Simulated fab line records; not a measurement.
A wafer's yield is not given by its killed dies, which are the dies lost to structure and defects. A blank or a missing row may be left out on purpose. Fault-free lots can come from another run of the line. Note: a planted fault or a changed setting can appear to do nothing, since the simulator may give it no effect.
Code-filled problem report in 8D (eight disciplines) form / flow gf180mcu / the parts of the form that need people (team, actions taken, sign-off) are left out

1. WHAT WENT WRONG
Mean V3_CVD_00_THK at GF_V3_THK_MEAS_01: 512 nm over 6 wafers in 2 lots; fault-free wafers: 598 nm, standard deviation 5.5. That is -16 standard deviations from the usual mean.
Seen first at day 23 03:10 on film-metro-04, wafer L548.1. Wafers with a number at this step in the record: 36, from 12 lots. Rule for "out" (also "out of limits"): further than 4 standard deviations from the usual mean. Any other wafer with a number is counted as sound.

2. WHAT IT IS, AND WHAT IT ISN'T
question=which readings at this step | is=V3_CVD_00_THK | is not=-
question=which lots | is=L548, L551 | is not=L546, L547, L558, L560, L561, L562, L564, L565, L566, L567
question=which wafers of those lots | is=all that have a number | is not=-
question=read on which gauges | is=film-metro-02, film-metro-04 | is not=film-metro-03
question=when | is=from day 23 03:10 | is not=up to then (6 sound wafers); but 24 sound wafers of L558, L560, L561, L562, L564, L565, L566, L567 came after

3. THE SUSPECTS, EACH WITH WHAT RULES IT OUT
Counting: a tool stays on the suspect list if, at a process step up to the reading, it processed all lots that are out and no sound lot following the first of them.
- the gauge at GF_V3_THK_MEAS_01 is ruled out. The wafers that are out were read on 2 gauges (film-metro-02, film-metro-04).
- hdpcvd-01 at GF_V3_CVD_00 (deposits SiO2, target thk 600 nm, time 100 s): ruled out as a lasting fault. After its first lot that is out, L548 (day 23 03:05), sound lots L558, L560, L562, L565, L566, L567 ran on it.
Left after counting: nothing in the record.

4. THE CAUSE (what the simulator had put in)
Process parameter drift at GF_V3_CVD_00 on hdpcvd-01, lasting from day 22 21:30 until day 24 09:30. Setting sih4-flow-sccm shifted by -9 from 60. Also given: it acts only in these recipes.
It was ruled out by counting, in error; the rule expects a fault to strike all lots run on its tool from its start on, and this fault did not.

5. THE CHAIN OF EFFECTS, in route order
Each row: a reading where the mean over the struck wafers with a number is more than 3 standard deviations away from the usual. Scope: only readings with a usual standard deviation given in the record; hours: median across lots of the time from each lot's start at the first step in this table that gives one to its start at this step; sigmas: change in usual standard deviations.
hours=0; step=GF_V3_CVD_00; reading=sih4-flow-sccm; usual=60.03 sccm; on struck wafers=50.98; change=-9.05; sigmas=-50
hours=0; step=GF_V3_THK_MEAS_01; reading=V3_CVD_00_THK; usual=598 nm; on struck wafers=512; change=-86; sigmas=-16
Its process steps:
- GF_V3_CVD_00: deposits SiO2, target thk 600 nm, time 100 s.

6. WHAT WOULD HAVE CAUGHT IT SOONER
Counted from the fault's start at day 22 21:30, it took 6 hours until the first out-of-limits reading at a measuring or inspecting step in this record, taken at day 23 03:10.
At GF_V3_CVD_00, the tool's own readings (sih4-flow-sccm) were out on each struck wafer the step has a row for, so an alarm limit on them would have fired on the first such wafer.
